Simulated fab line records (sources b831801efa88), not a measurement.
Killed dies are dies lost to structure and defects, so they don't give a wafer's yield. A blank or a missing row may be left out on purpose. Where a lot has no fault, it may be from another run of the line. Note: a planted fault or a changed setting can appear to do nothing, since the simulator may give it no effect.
Matching of chambers / flow gf180mcu / pecvd-03 running GF_V4_CVD_02: 3 sister chambers
The step deposits SiO2 from TEOS, target thk 850 nm, time 94.851 s. 6 wafers are shown with their chamber, then 8 later ones without.

## EACH WAFER AND ITS CHAMBER
wafer=L082.3; chamber=2; heater-power-w (W)=615
wafer=L082.4; chamber=2; heater-power-w (W)=656
wafer=L083.2; chamber=0; heater-power-w (W)=699
wafer=L083.3; chamber=1; heater-power-w (W)=700
wafer=L083.5; chamber=0; heater-power-w (W)=746
wafer=L084.1; chamber=1; heater-power-w (W)=821

## WAFERS WITH NO CHAMBER GIVEN
wafer=L084.2; heater-power-w (W)=631
wafer=L084.3; heater-power-w (W)=641
wafer=L090.1; heater-power-w (W)=792
wafer=L090.3; heater-power-w (W)=658
wafer=L090.4; heater-power-w (W)=747
wafer=L097.3; heater-power-w (W)=740
wafer=L097.5; heater-power-w (W)=610
wafer=L097.6; heater-power-w (W)=676

## THE CHAMBER EACH PASSED THROUGH
wafer=L084.2; from the rows above=can't be placed: 2 or 0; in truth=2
wafer=L084.3; from the rows above=can't be placed: 2 or 0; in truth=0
wafer=L090.1; from the rows above=can't be placed: 1 or 0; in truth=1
wafer=L090.3; from the rows above=can't be placed: 2 or 0 or 1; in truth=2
wafer=L090.4; from the rows above=can't be placed: 1 or 0 or 2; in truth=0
wafer=L097.3; from the rows above=can't be placed: 0 or 1 or 2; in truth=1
wafer=L097.5; from the rows above=can't be placed: 2 or 0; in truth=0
wafer=L097.6; from the rows above=can't be placed: 2 or 0 or 1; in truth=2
Correct placement for 0 of the 8. These rows do not allow placing 8 (true chamber among the candidates in 8). 0 placed wrongly.
How it was worked out, from the rows above alone: a wafer's distance from a chamber is the root of the sum, over the readings, of the square of ((its reading less the chamber's mean) divided by the reading's scatter). The wafer belongs to the nearest chamber; if the next one is less than 2 further off, it can't be placed. A chamber's mean is the mean of its shown wafers. The scatter: the root of (the sum of the squares of (reading less its chamber's mean) over the shown wafers, divided by (wafers less chambers)).
